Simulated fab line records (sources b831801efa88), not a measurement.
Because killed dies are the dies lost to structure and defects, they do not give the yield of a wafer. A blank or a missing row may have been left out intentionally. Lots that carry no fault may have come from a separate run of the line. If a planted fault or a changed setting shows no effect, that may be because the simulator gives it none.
Chamber matching ; flow gf180mcu ; rieDiel-04 running GF_V4_ETCH_16: 4 sister chambers
The step etches BARC in N2/H2. 4 wafers are shown with their chamber, then 7 later ones without.

== WAFERS PAIRED WITH THEIR CHAMBERS ==
wafer;chamber;throttleValvePct (%)
L596.4;0;13.241
L601.2;1;13.231
L603.1;3;13.225
L603.4;2;13.215

== WAFERS WHOSE CHAMBER IS MISSING ==
wafer;throttleValvePct (%)
L603.5;13.223
L605.1;13.228
L605.3;13.233
L605.4;13.230
L615.2;13.225
L615.3;13.225
L615.4;13.229

== CHAMBER TAKEN BY EACH ==
wafer;from the rows above;in truth
L603.5;3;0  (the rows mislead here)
L605.1;can't be placed: 1 or 3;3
L605.3;1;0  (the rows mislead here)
L605.4;1;1
L615.2;3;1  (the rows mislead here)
L615.3;3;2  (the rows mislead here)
L615.4;can't be placed: 1 or 3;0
Correct placement for 1 of the 7. Unplaceable from these rows: 2, with the true chamber sitting among the candidates in 1. Placed wrongly: 4.
How it was worked out, from the rows above alone: a wafer's distance from a chamber is the root of the sum, over the readings, of the square of ((its reading less the chamber's mean) divided by the reading's scatter). If the next closest chamber is less than 2 further off than the closest, the wafer can't be placed; otherwise it belongs to the closest. The mean given for a chamber averages the wafers shown for that chamber. The scatter: with one shown wafer a chamber, the root of the mean of the squares of how far each hidden wafer lies from its nearest shown one.
